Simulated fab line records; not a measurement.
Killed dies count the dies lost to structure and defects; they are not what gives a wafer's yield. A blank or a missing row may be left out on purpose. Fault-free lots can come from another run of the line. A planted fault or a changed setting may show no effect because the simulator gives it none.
Matching of chambers -- flow sfq_line -- SFQ_TRILAYER_L0_CAP_PECVD_011 on pecvd-02 has 3 sister chambers
The step deposits SiO2 from SiH4/N2O, time 13.333 s, target thk 60 nm. 6 wafers are shown with their chamber, then 7 later ones without.

WAFERS, EACH WITH ITS CHAMBER
wafer,chamber,throttle_valve_pct (%),heater_power_w (W)
L565.1,2,27.3,96
L566.4,2,27.8,94
L567.1,0,26.6,96
L569.3,1,25.9,103
L569.5,0,26.8,110
L570.3,1,25.6,98

WAFERS MISSING THEIR CHAMBER
wafer,throttle_valve_pct (%),heater_power_w (W)
L570.4,26.9,98
L585.2,26.7,104
L585.4,25.9,90
L585.6,27.6,92
L586.1,25.7,98
L586.2,26.3,113
L586.3,27.6,85

WHICH CHAMBER EACH WENT THROUGH
wafer,from the rows above,in truth
L570.4,can't be placed: 0 or 2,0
L585.2,0,0
L585.4,1,1
L585.6,2,2
L586.1,1,1
L586.2,can't be placed: 0 or 1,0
L586.3,2,2
5 of 7 placed correctly. Unplaceable from these rows: 2, with the true chamber sitting among the candidates in 2. Placed wrongly: 0.
How it was worked out, from the rows above alone: a wafer's distance from a chamber is the root of the sum, over the readings, of the square of ((its reading less the chamber's mean) divided by the reading's scatter). The wafer belongs to the nearest chamber; if the next one is less than 2 further off, it can't be placed. The mean given for a chamber averages the wafers shown for that chamber. The scatter: the root of (the sum of the squares of (reading less its chamber's mean) over the shown wafers, divided by (wafers less chambers)).
